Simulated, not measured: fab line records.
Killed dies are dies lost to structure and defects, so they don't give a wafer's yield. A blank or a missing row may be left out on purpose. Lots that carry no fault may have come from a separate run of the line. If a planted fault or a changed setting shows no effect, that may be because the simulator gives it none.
Check of tool commonality	flow gf180mcu	36 wafers sampled across 12 lots

REASON IT WAS OPENED
2 of 12 lots carry a flag on the reading HV_LDD_02_OVL at GF_HV_LDD_OVL_MEAS_32. Wafers without a fault read -0.5 nm, standard deviation 1.3.
Rule: a lot is flagged when every wafer of it that has a number lies more than 4 standard deviations from that mean, or none has a number. As for the other lots, they are considered sound.

lot	measured	on	HV_LDD_02_OVL (nm), wafer by wafer	flag
L592	day 11 20:59	overlay-01	-3.9 -2.1 -3.0	
L593	day 12 00:49	overlay-01	-1.3 -0.9 -0.9	
L594	day 12 12:38	overlay-02	0.2 1.0 -0.5	
L595	day 13 01:56	overlay-01	-0.6 -1.8 -0.8	
L596	day 13 02:16	overlay-01	-2.7 -2.1 -2.4	
L598	day 14 02:25	overlay-01	-0.7 -0.5 -2.2	
L601	day 14 14:00	overlay-01	-0.2 0.0 -2.2	
L603	day 15 07:52	overlay-01	165.9 166.1 166.0	FLAGGED
L605	day 16 02:10	overlay-01	168.1 163.9 166.2	FLAGGED
L606	day 16 11:56	overlay-02	-0.8 -2.5 -2.6	
L609	day 17 10:46	overlay-01	0.3 1.4 1.2	
L611	day 18 06:08	overlay-01	1.1 -0.4 -1.7	
Flagged lots average 166.0 nm: +166.5 nm relative to the usual, that is +99 or more standard deviations.

WHICH TOOL EACH LOT WENT THROUGH
Before the reading, the record contains 3 process steps out of a 602-step route. Every cell lists first the tool, next ch and the chambers used by the sampled wafers, and last the start.
lot	flag	GF_MVPSD_STRIP_10	GF_HV_LDD_STRIP_10	GF_HV_LDD_EXPOSE_28
L592		plasma_asher-02 ch 0,1, day 5 02:32	plasma_asher-02 ch 0,1, day 10 07:17	iline_stepper-02 ch 0, day 11 11:40
L593		plasma_asher-03 ch 0,1, day 5 07:20	plasma_asher-02 ch 0,1, day 10 10:30	iline_stepper-01 ch 0, day 11 15:20
L594		plasma_asher-03 ch 0,1, day 5 17:03	plasma_asher-02 ch 0,1, day 10 21:38	iline_stepper-01 ch 0, day 12 02:46
L595		plasma_asher-03 ch 0,1, day 6 00:20	plasma_asher-02 ch 0,1, day 11 11:17	iline_stepper-02 ch 0, day 12 15:49
L596		plasma_asher-04 ch 0,1, day 6 02:39	plasma_asher-03 ch 0, day 11 11:20	iline_stepper-02 ch 0, day 12 16:07
L598		plasma_asher-03 ch 0,1, day 6 18:09	plasma_asher-03 ch 0,1, day 12 08:58	iline_stepper-01 ch 0, day 13 15:47
L601		plasma_asher-04 ch 0,1, day 7 06:48	plasma_asher-04 ch 0,1, day 12 20:29	iline_stepper-01 ch 0, day 14 03:52
L603	FLAGGED	plasma_asher-04 ch 0,1, day 7 19:50	plasma_asher-03 ch 0,1, day 13 14:29	iline_stepper-02 ch 0, day 14 21:08
L605	FLAGGED	plasma_asher-04 ch 0,1, day 8 10:09	plasma_asher-03 ch 0,1, day 14 07:55	iline_stepper-02 ch 0, day 15 15:17
L606		plasma_asher-02 ch 0,1, day 8 16:08	plasma_asher-03 ch 0,1, day 14 16:04	iline_stepper-01 ch 0, day 16 00:34
L609		plasma_asher-03 ch 0,1, day 9 08:05	plasma_asher-03 ch 0, day 15 13:32	iline_stepper-01 ch 0, day 16 23:29
L611		plasma_asher-04 ch 0,1, day 9 21:23	plasma_asher-02 ch 0,1, day 16 07:16	iline_stepper-01 ch 0, day 17 18:25
What is done by these steps:
- GF_MVPSD_STRIP_10: strips in O2/N2.
- GF_HV_LDD_STRIP_10: strips in O2/N2.
- GF_HV_LDD_EXPOSE_28: exposes mask Nplus HV AREA, target cd 400 nm.
- GF_HV_LDD_OVL_MEAS_32

FLAGGED AGAINST TOTAL, ONE TOOL AT A TIME (gauges that did the reading follow at the end)
step	tool	lots run	flagged	share of the flagged lots	sound lots run after its first flagged lot
GF_MVPSD_STRIP_10	plasma_asher-02	2	0	none	-
GF_MVPSD_STRIP_10	plasma_asher-03	5	0	none	-
GF_MVPSD_STRIP_10	plasma_asher-04	5	2	all	1 (L611)
GF_HV_LDD_STRIP_10	plasma_asher-02	5	0	none	-
GF_HV_LDD_STRIP_10	plasma_asher-03	6	2	all	2 (L606,L609)
GF_HV_LDD_STRIP_10	plasma_asher-04	1	0	none	-
GF_HV_LDD_EXPOSE_28	iline_stepper-01	7	0	none	-
GF_HV_LDD_EXPOSE_28	iline_stepper-02	5	2	all	0
GF_HV_LDD_OVL_MEAS_32	overlay-01	10	2	all	2 (L609,L611)
GF_HV_LDD_OVL_MEAS_32	overlay-02	2	0	none	-

WHAT THE TABLE ALLOWS
4 rows of the table ran every flagged lot: plasma_asher-04 at GF_MVPSD_STRIP_10, plasma_asher-03 at GF_HV_LDD_STRIP_10, iline_stepper-02 at GF_HV_LDD_EXPOSE_28, overlay-01 at GF_HV_LDD_OVL_MEAS_32.
- plasma_asher-04 at GF_MVPSD_STRIP_10: 2 of its 5 lots flagged. Sound lots followed the first flagged one (L611) on it, something a lasting fault affecting the whole tool could not allow.
- plasma_asher-03 at GF_HV_LDD_STRIP_10: 2 of its 6 lots flagged. Sound lots followed the first flagged one (L606, L609) on it, something a lasting fault affecting the whole tool could not allow.
- iline_stepper-02 at GF_HV_LDD_EXPOSE_28: 2 of its 5 lots flagged. A fault beginning between L596 (day 12 16:07), its last sound lot, and L603 (day 14 21:08), its first flagged one, fits the data.
- overlay-01 at GF_HV_LDD_OVL_MEAS_32: 2 of its 10 lots flagged. Sound lots followed the first flagged one (L609, L611) on it, something a lasting fault affecting the whole tool could not allow.
iline_stepper-02 at GF_HV_LDD_EXPOSE_28 is the single tool remaining.

WHAT THE SIMULATOR HAD PUT IN
Scanner matching overlay: iline_stepper-02, from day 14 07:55 on, at GF_HV_LDD_EXPOSE_28. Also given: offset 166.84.
Struck lots among those shown: L603, L605. The rule given above showed the same thing.
